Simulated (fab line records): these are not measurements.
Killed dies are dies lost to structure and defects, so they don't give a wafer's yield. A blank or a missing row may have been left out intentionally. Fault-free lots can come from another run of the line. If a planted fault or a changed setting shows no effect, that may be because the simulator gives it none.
Comparing a struck lot with a sound one | flow sky130 | 17 steps out of a route of 708
Sound: these wafers, L624.1, L624.3, L624.6. Struck: wafers L620.1, L620.4, L620.6. The cause is given at the end.
Each step with rows lists, per side, the tool, then ch with its chambers, then its first start. Under that, the readings that differ: sound wafers | struck wafers | difference of the means | sigmas: that difference in standard deviations of wafers without a fault.
alike: words and numbers the same on both sides, and readings whose means are apart by under 2 such deviations; not compared: readings that were withheld, readings missing a value for some wafer, numbers with overlapping values and no deviation given by the record, and bounds like >300 which may hide the same value.
The two part at a step that has a row with sigmas, a row that says differs or no value, or rows on one side only. Non-overlapping numbers with no deviation appear without sigmas and do not part them. A reading missing from all wafers of one side parts the sides only when that side holds two or more wafers.

first, 1 step without rows for these wafers: SKY_VT_ADJUST_NCORE_IMPLANT_09.
SKY_VT_ADJUST_NCORE_STRIP_10: strips in O2/N2.
  sound on plasma asher-02 ch 0,1, day 15 04:12; struck on plasma asher-02 ch 0,1, day 13 19:39
  alike: drypump motor current A, oes product au, strip time to endpoint s
  not compared: rf hours counter h
SKY_VT_ADJUST_NCORE_TW_MEAS_11:
  sound: film metro-04 at day 15 04:18; struck: film metro-02 at day 13 19:45
  reading            | sound             | struck            | difference | sigmas
  VT_ADJUST_NCORE_TW | 223.1 224.4 222.8 | 215.5 216.4 216.2 | -7.4       | -3
then, 7 steps without rows for these wafers: SKY_VT_ADJUST_HVTR_DEHYDRATE_00 (time 60 s); SKY_VT_ADJUST_HVTR_HMDS_01 (prime time 60 s); SKY_VT_ADJUST_HVTR_COAT_02 (resist thk 1140 nm); SKY_VT_ADJUST_HVTR_SOFTBAKE_03 (time 60 s); SKY_VT_ADJUST_HVTR_EXPOSE_04 (exposes mask HVTRM, target cd 380 nm); SKY_VT_ADJUST_HVTR_PEB_05; SKY_VT_ADJUST_HVTR_DEVELOP_06 (develop time 60 s).
SKY_VT_ADJUST_HVTR_CD_MEAS_07: target cd 380 nm.
  sound: cd sem-02 at day 16 07:21; struck: cd sem-01 at day 14 21:35
  alike: cd nm
SKY_VT_ADJUST_HVTR_OVL_MEAS_08:
  sound: overlay-01 at day 16 07:28; struck: overlay-02 at day 14 21:42
  reading                 | sound          | struck        | difference | sigmas
  VT_ADJUST_HVTR_OVL (nm) | -2.1 -2.2 -3.1 | -1.1 1.9 -0.3 | +2.6       | +2
SKY_VT_ADJUST_HVTR_IMPLANT_09:
  sound on implanter-01 ch 0, day 16 07:30; struck on implanter-01 ch 0, day 14 22:03
  alike: end station pressure torr
SKY_VT_ADJUST_HVTR_STRIP_10: strips in O2/N2.
  sound on plasma asher-02 ch 0,1, day 16 07:39; struck on plasma asher-03 ch 0, day 14 22:19
  alike: drypump motor current A, oes product au, strip time to endpoint s
  not compared: rf hours counter h
SKY_VT_ADJUST_HVTR_TW_MEAS_11:
  sound: film metro-04 at day 16 07:45; struck: film metro-01 at day 14 22:25
  reading           | sound             | struck            | difference | sigmas
  VT_ADJUST_HVTR_TW | 213.7 213.2 214.6 | 253.1 253.2 252.0 | +38.9      | +14
then, 1 step without rows for these wafers: SKY_VT_ADJUST_PCH_DEHYDRATE_00 (time 60 s).
-- a jump in the record: the struck wafers' starts before and after are 36 days apart (it breaks off in module VT_ADJUST_PCH and resumes in module PAD_OPEN, where the first step shown is number 708 of the route) --
SKY_PAD_OPEN_PROBE_99:
  sound: prober-02 at day 50 20:55; struck: prober-02 at day 50 15:02
  reading                                   | sound                   | struck                  | difference | sigmas
  model.etest.pfet_01v8_mvt.drive ua um     | 150.8 158.2 155.6       | 196.2 193.6 193.2       | +39.5      |
  model.etest.pfet_01v8_mvt.off log10 a um  | -10.53 -10.16 -10.19    | -6.992 -6.989 -7.156    | +3.248     |
  model.etest.pfet_01v8_mvt.vt sat v (V)    | -0.5535 -0.5379 -0.5397 | -0.172 -0.1771 -0.1858  | +0.365     |
  model.etest.pfet_01v8_mvt.vt v (V)        | -0.6332 -0.6288 -0.6313 | -0.3254 -0.3325 -0.3395 | +0.2986    |
  model.etest.pfet_01v8_mvt.vt long v (V)   | -0.8353 -0.8444 -0.8386 | -0.5904 -0.5987 -0.5986 | +0.2435    |
  model.etest.pfet_01v8_mvt.body rise v (V) | -0.1925 -0.1924 -0.1939 | -0.2011 -0.2011 -0.1991 | -0.0075    |
  alike: killed_at_M0_to_M3, killed_at_M4_up, killed at contacts, killed at front end, killed at other, killed dies, killed open, killed short

== WHERE THEY PART ==
Earliest at SKY_VT_ADJUST_NCORE_TW_MEAS_11; latest, in this record, at SKY_VT_ADJUST_HVTR_TW_MEAS_11. Later steps at which nothing parts them and some readings are alike: SKY_PAD_OPEN_PROBE_99.

WHY: whatever the simulator had introduced
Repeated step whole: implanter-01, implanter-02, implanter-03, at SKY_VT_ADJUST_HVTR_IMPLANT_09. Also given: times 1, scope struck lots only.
